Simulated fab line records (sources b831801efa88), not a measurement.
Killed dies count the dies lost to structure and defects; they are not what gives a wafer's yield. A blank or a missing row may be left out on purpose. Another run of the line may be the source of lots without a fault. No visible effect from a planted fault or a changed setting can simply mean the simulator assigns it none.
Chamber matching || flow gf180mcu || GF_V1_CMP_26 on cmp-01: 4 sister chambers
The step polishes, stops on SiO2, t overpolish 15 s, target thk 0 nm. 4 wafers are shown with their chamber, then 9 later ones without.

WAFERS WITH THEIR CHAMBER
{"wafer": "L878.1", "chamber": 1, "motor current A (A)": 10.6}
{"wafer": "L878.2", "chamber": 2, "motor current A (A)": 13.0}
{"wafer": "L884.3", "chamber": 3, "motor current A (A)": 10.7}
{"wafer": "L884.6", "chamber": 0, "motor current A (A)": 11.3}

WAFERS WITH NO CHAMBER GIVEN
{"wafer": "L885.3", "motor current A (A)": 13.6}
{"wafer": "L885.5", "motor current A (A)": 10.8}
{"wafer": "L885.6", "motor current A (A)": 11.4}
{"wafer": "L887.1", "motor current A (A)": 10.2}
{"wafer": "L887.2", "motor current A (A)": 13.3}
{"wafer": "L887.5", "motor current A (A)": 13.2}
{"wafer": "L893.1", "motor current A (A)": 13.6}
{"wafer": "L893.3", "motor current A (A)": 11.1}
{"wafer": "L893.5", "motor current A (A)": 11.2}

WHICH CHAMBER EACH ONE RAN IN
{"wafer": "L885.3", "from the rows above": 2, "in truth": 2}
{"wafer": "L885.5", "from the rows above": "can't be placed: 3 or 1 or 0", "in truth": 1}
{"wafer": "L885.6", "from the rows above": "can't be placed: 0 or 3", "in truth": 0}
{"wafer": "L887.1", "from the rows above": "can't be placed: 1 or 3", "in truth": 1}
{"wafer": "L887.2", "from the rows above": 2, "in truth": 2}
{"wafer": "L887.5", "from the rows above": 2, "in truth": 2}
{"wafer": "L893.1", "from the rows above": 2, "in truth": 2}
{"wafer": "L893.3", "from the rows above": "can't be placed: 0 or 3 or 1", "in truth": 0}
{"wafer": "L893.5", "from the rows above": "can't be placed: 0 or 3 or 1", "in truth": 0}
Placed correctly: 4 of 9. Can't be placed from these rows: 5 (the true chamber is among the candidates in 5). Placed wrongly: 0.
How it was worked out, from the rows above alone: a wafer's distance from a chamber is the root of the sum, over the readings, of the square of ((its reading less the chamber's mean) divided by the reading's scatter). The wafer belongs to the nearest chamber; if the next one is less than 2 further off, it can't be placed. Each chamber's mean is taken over the wafers shown for it. The scatter: root of mean squared gap, hidden wafer to nearest shown wafer, with one shown wafer a chamber.
